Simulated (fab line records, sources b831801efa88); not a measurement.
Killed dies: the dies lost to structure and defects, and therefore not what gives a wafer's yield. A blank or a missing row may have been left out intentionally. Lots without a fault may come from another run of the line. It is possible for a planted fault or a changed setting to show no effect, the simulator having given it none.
A sampling plan put to the test :: flow gf180mcu :: each of the 10 faults these records tell of, on one fab line, judged from the records of the lots it struck
The plan consists of the line's own looks: route steps at which the wafer is read by a gauge or an inspection but not changed. A look is open to judgement when struck wafers have a number at it and the file gives its usual mean and standard deviation on fault-free wafers. Caught: 4 or more of those standard deviations (sigma) separate the usual mean from the mean of the struck wafers at a look after the fault's first step. On the tool: here the same test is run on the tool's own readings at the fault's steps. If the struck wafers alone have a blank record, or they carry another recipe, that too counts as caught.

THE FAULTS, as the simulator had put them in
1. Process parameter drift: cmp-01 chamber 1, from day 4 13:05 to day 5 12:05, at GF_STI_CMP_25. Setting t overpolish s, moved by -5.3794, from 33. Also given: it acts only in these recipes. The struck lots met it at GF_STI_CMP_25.
2. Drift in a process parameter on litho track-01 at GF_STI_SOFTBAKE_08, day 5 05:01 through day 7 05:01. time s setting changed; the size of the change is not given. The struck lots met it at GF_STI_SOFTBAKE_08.
3. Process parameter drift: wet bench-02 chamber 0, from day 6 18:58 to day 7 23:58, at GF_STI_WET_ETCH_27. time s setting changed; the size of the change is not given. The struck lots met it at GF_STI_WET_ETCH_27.
4. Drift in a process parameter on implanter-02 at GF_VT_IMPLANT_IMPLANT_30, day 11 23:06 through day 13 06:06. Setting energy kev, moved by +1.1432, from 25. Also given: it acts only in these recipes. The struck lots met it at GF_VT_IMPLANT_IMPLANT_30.
5. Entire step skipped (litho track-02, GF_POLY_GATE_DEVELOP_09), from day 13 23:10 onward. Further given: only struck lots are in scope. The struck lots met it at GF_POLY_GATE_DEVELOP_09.
6. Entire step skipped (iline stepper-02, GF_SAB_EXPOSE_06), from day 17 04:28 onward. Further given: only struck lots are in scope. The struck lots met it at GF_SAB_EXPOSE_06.
7. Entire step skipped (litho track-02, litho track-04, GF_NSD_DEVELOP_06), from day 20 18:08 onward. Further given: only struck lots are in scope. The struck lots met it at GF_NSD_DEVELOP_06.
8. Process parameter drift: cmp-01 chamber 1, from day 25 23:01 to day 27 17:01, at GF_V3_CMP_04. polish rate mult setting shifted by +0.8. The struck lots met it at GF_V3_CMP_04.
9. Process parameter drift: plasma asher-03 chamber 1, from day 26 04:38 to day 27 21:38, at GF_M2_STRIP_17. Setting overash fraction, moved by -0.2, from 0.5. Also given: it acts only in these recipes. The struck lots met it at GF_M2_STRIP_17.
10. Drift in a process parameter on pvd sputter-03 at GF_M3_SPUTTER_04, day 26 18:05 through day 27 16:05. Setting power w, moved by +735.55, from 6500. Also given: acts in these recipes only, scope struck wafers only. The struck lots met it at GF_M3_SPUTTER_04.

WHAT THE PLAN SAW
fault: 1
on the tool itself: overpolish run s -99 or beyond sigma
first look that catches it: no look after it can be judged
reading, sigma: -
median hours from its first step to that look: -
hours from the fault's start to the first struck lot there: -
judged looks passed uncaught: 0

fault: 2
on the tool itself: run length s +37 sigma
first look that catches it: none of the 2 looks that can be judged after it
reading, sigma: -
median hours from its first step to that look: -
hours from the fault's start to the first struck lot there: -
judged looks passed uncaught: 2

fault: 3
on the tool itself: run length s +99 or beyond sigma
first look that catches it: not the one look that can be judged after it
reading, sigma: -
median hours from its first step to that look: -
hours from the fault's start to the first struck lot there: -
judged looks passed uncaught: 1

fault: 4
on the tool itself: beam energy keV +99 or beyond sigma
first look that catches it: not the one look that can be judged after it
reading, sigma: -
median hours from its first step to that look: -
hours from the fault's start to the first struck lot there: -
judged looks passed uncaught: 1

fault: 5
on the tool itself: the tool's record is blank for the struck wafers
first look that catches it: no look after it can be judged
reading, sigma: -
median hours from its first step to that look: -
hours from the fault's start to the first struck lot there: -
judged looks passed uncaught: 0

fault: 6
on the tool itself: no reading that can be judged
first look that catches it: no look after it can be judged
reading, sigma: -
median hours from its first step to that look: -
hours from the fault's start to the first struck lot there: -
judged looks passed uncaught: 0

fault: 7
on the tool itself: the tool's record is blank for the struck wafers
first look that catches it: no look after it can be judged
reading, sigma: -
median hours from its first step to that look: -
hours from the fault's start to the first struck lot there: -
judged looks passed uncaught: 0

fault: 8
on the tool itself: time to endpoint s -7.8 sigma
first look that catches it: no look after it can be judged
reading, sigma: -
median hours from its first step to that look: -
hours from the fault's start to the first struck lot there: -
judged looks passed uncaught: 0

fault: 9
on the tool itself: under 2 sigma
first look that catches it: not the one look that can be judged after it
reading, sigma: -
median hours from its first step to that look: -
hours from the fault's start to the first struck lot there: -
judged looks passed uncaught: 1

fault: 10
on the tool itself: cathode dc power W +99 or beyond sigma
first look that catches it: no look after it can be judged
reading, sigma: -
median hours from its first step to that look: -
hours from the fault's start to the first struck lot there: -
judged looks passed uncaught: 0
Dash: fault not caught, or number not given in these records.

Caught at a look: 0 of 10. Caught on the tool: 8 of 10. By one or the other: 8 of 10.
On the tool alone, faults 1, 2, 3, 4, 5, 7, 8, 10 were caught.
Caught by neither: faults 6, 9.
